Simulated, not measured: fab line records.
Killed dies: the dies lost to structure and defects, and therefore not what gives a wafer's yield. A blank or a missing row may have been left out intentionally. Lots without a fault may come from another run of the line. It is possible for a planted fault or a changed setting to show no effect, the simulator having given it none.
Problem report in the 8D (eight disciplines) form, filled by code | flow gf180mcu | the parts of the form that need people (team, actions taken, sign-off) are left out

1. WHAT IS WRONG
DNWELL_TW at GF_DNWELL_TW_MEAS_09 reads a mean of 1510 on 6 wafers of 2 lots; wafers without a fault read 1354 with a standard deviation of 11. Measured from the usual mean, that is +14 standard deviations.
Earliest sighting: wafer L627.3 on film_metro-04 at day 5 09:27. The record has a number at this step for 39 wafers belonging to 13 lots. Rule for "out" (also "out of limits"): further than 4 standard deviations from the usual mean. Any other wafer with a number is counted as sound.

2. WHAT IT IS; WHAT IT IS NOT
question                    | is                           | is not
which readings at this step | DNWELL_TW                    | -
which lots                  | L627, L629                   | L616, L617, L618, L619, L620, L622, L623, L631, L632, L636, L639
which wafers of those lots  | all that have a number       | -
read on which gauges        | film_metro-01, film_metro-04 | film_metro-03
when                        | from day 5 09:27             | up to then (21 sound wafers); but 12 sound wafers of L631, L632, L636, L639 came after

3. WHAT RULES OUT EACH SUSPECT
Counting: a tool at any process step up to the reading remains a suspect when it ran all the lots that are out and ran no sound lot after the first of those.
- the gauge at GF_DNWELL_TW_MEAS_09 has been ruled out. 2 gauges (film_metro-01, film_metro-04) read the wafers that are out.
- rie_diel-02 at GF_STI_ETCH_13 (etches the open film in CHF3/O2, stops on Si, target depth 282.31 nm, time 112.9 s): ruled out as a lasting fault. The sound lots L639 went through it after L627, its earliest lot that is out (day 4 13:24).
- implanter-01 at GF_DNWELL_IMPLANT_07: kept. It ran every lot that is out, first L627 (day 5 09:14), and no sound lot after that; its last sound lot up to then is L622 (day 4 11:00). On those wafers its own readings are out: beam_on_s, faraday_current_uA.
Left after counting: implanter-01 at GF_DNWELL_IMPLANT_07.

4. THE CAUSE (what the simulator had put in)
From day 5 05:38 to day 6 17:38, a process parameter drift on implanter-01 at GF_DNWELL_IMPLANT_07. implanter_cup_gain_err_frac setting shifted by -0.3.
The count eliminated every tool but this one.

5. THE EFFECT CHAIN, in route order
Each row: a reading whose mean over the struck wafers that have a number lies more than 3 standard deviations from the usual. Readings are gone through only where the record gives a usual standard deviation; hours: the median, over the lots, of the time from a lot's start at the first step in this table giving one to that lot's start at this step; sigmas: the change measured in usual standard deviations.
hours | step                 | reading            | usual   | on struck wafers | change | sigmas
0     | GF_DNWELL_IMPLANT_07 | beam_on_s          | 10.01 s | 14.46            | +4.45  | +21
0     | GF_DNWELL_IMPLANT_07 | faraday_current_uA | 56.3    | 39.0             | -17.3  | -14
0     | GF_DNWELL_TW_MEAS_09 | DNWELL_TW          | 1354    | 1510             | +156   | +14
It contains these process steps:
- GF_DNWELL_IMPLANT_07
Later measuring or inspecting steps at which every struck wafer that the step has a row for has a number for every such reading, and none has moved that far: GF_DUAL_GATE_OVL_MEAS_11.

6. HOW IT WOULD HAVE BEEN CAUGHT EARLIER
Counted from the fault's start at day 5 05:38, it took 4 hours until the first out-of-limits reading at a measuring or inspecting step in this record, taken at day 5 09:27.
The tool's own readings at GF_DNWELL_IMPLANT_07 were out on every struck wafer that the step has a row for (beam_on_s, faraday_current_uA): an alarm limit on them would have fired on the first of those.
Of the lots that are out (2), L629 began GF_DNWELL_IMPLANT_07 on implanter-01 after day 5 09:27. Had the tool been put on hold then, it would have been spared.
